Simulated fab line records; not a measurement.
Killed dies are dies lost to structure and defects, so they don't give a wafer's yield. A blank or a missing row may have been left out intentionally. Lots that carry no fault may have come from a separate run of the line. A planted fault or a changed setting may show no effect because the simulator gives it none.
What tool caused it? / flow sfq_line / 14 lots, 42 wafers sampled, at 1 step of a route of 325

## WHAT EACH GAUGE READ, for each wafer
No reading from a measuring or inspecting step in the record can be judged against a usual standard deviation.

## TOOL THAT RAN EACH LOT (tool first, then ch and the chambers of the sampled wafers, then the start)
lot=L107; SFQ_TRILAYER_M2_LITHO_COAT_057=litho_track-04 ch 0, day 15 18:14
lot=L110; SFQ_TRILAYER_M2_LITHO_COAT_057=litho_track-02 ch 0, day 16 20:11
lot=L111; SFQ_TRILAYER_M2_LITHO_COAT_057=litho_track-04 ch 0, day 17 04:41
lot=L112; SFQ_TRILAYER_M2_LITHO_COAT_057=litho_track-04 ch 0, day 17 22:54
lot=L113; SFQ_TRILAYER_M2_LITHO_COAT_057=litho_track-01 ch 0, day 18 14:34
lot=L114; SFQ_TRILAYER_M2_LITHO_COAT_057=litho_track-04 ch 0, day 18 19:43
lot=L121; SFQ_TRILAYER_M2_LITHO_COAT_057=litho_track-01 ch 0, day 21 19:02
lot=L122; SFQ_TRILAYER_M2_LITHO_COAT_057=litho_track-02 ch 0, day 22 09:29
lot=L123; SFQ_TRILAYER_M2_LITHO_COAT_057=litho_track-04 ch 0, day 22 14:28
lot=L124; SFQ_TRILAYER_M2_LITHO_COAT_057=litho_track-04 ch 0, day 23 04:38
lot=L125; SFQ_TRILAYER_M2_LITHO_COAT_057=litho_track-04 ch 0, day 23 08:17
lot=L128; SFQ_TRILAYER_M2_LITHO_COAT_057=litho_track-04 ch 0, day 24 13:22
lot=L129; SFQ_TRILAYER_M2_LITHO_COAT_057=litho_track-02 ch 0, day 25 01:24
lot=L130; SFQ_TRILAYER_M2_LITHO_COAT_057=litho_track-04 ch 0, day 25 09:49
- SFQ_TRILAYER_M2_LITHO_COAT_057: resist thk 600 nm.

## AS READ BY THE TOOLS THEMSELVES (means over the sampled wafers that have a number; for cases with no such wafer, the mark the record gives instead)
SFQ_TRILAYER_M2_LITHO_COAT_057. Usual: dispense_pressure_kPa 50 kPa, standard deviation 4.6; spin_speed_rpm 3000.4 rpm, standard deviation 2.2.
lot=L107; tool=litho_track-04; dispense_pressure_kPa (kPa)=54; spin_speed_rpm (rpm)=3002.9; flag=
lot=L110; tool=litho_track-02; dispense_pressure_kPa (kPa)=48; spin_speed_rpm (rpm)=3000.8; flag=
lot=L111; tool=litho_track-04; dispense_pressure_kPa (kPa)=54; spin_speed_rpm (rpm)=3000.1; flag=
lot=L112; tool=litho_track-04; dispense_pressure_kPa (kPa)=54; spin_speed_rpm (rpm)=3251.5; flag=OFF
lot=L113; tool=litho_track-01; dispense_pressure_kPa (kPa)=43; spin_speed_rpm (rpm)=3001.2; flag=
lot=L114; tool=litho_track-04; dispense_pressure_kPa (kPa)=54; spin_speed_rpm (rpm)=3248.7; flag=OFF
lot=L121; tool=litho_track-01; dispense_pressure_kPa (kPa)=43; spin_speed_rpm (rpm)=3004.0; flag=
lot=L122; tool=litho_track-02; dispense_pressure_kPa (kPa)=48; spin_speed_rpm (rpm)=2999.4; flag=
lot=L123; tool=litho_track-04; dispense_pressure_kPa (kPa)=54; spin_speed_rpm (rpm)=2999.1; flag=
lot=L124; tool=litho_track-04; dispense_pressure_kPa (kPa)=54; spin_speed_rpm (rpm)=2999.7; flag=
lot=L125; tool=litho_track-04; dispense_pressure_kPa (kPa)=54; spin_speed_rpm (rpm)=3002.2; flag=
lot=L128; tool=litho_track-04; dispense_pressure_kPa (kPa)=54; spin_speed_rpm (rpm)=2998.5; flag=
lot=L129; tool=litho_track-02; dispense_pressure_kPa (kPa)=48; spin_speed_rpm (rpm)=3004.1; flag=
lot=L130; tool=litho_track-04; dispense_pressure_kPa (kPa)=54; spin_speed_rpm (rpm)=2999.6; flag=

## THE ANSWER, worked out from the rows above alone
Rule: take the mean of a lot's wafers that have a number; if it is more than 3 standard deviations from the usual mean, the lot is off. A lot without any number at a reading at which 4 lots or more have one is off too. All remaining lots with rows at the step are treated as sound. The gauges are gone through in route order, then the tools' own readings, and for those a lot's mean is taken as printed above. The first step at which some lot is off is used, and at that step the reading that is off furthest; a lot without a number counts as furthest.
Off at SFQ_TRILAYER_M2_LITHO_COAT_057 (spin_speed_rpm): L112, L114.
If a tool, at that step or one of the process steps before it, ran each lot that is off and ran no sound lot following the first of them, it fits. Not one of the candidates tried fits.

## WHAT THE SIMULATOR HAD PUT IN
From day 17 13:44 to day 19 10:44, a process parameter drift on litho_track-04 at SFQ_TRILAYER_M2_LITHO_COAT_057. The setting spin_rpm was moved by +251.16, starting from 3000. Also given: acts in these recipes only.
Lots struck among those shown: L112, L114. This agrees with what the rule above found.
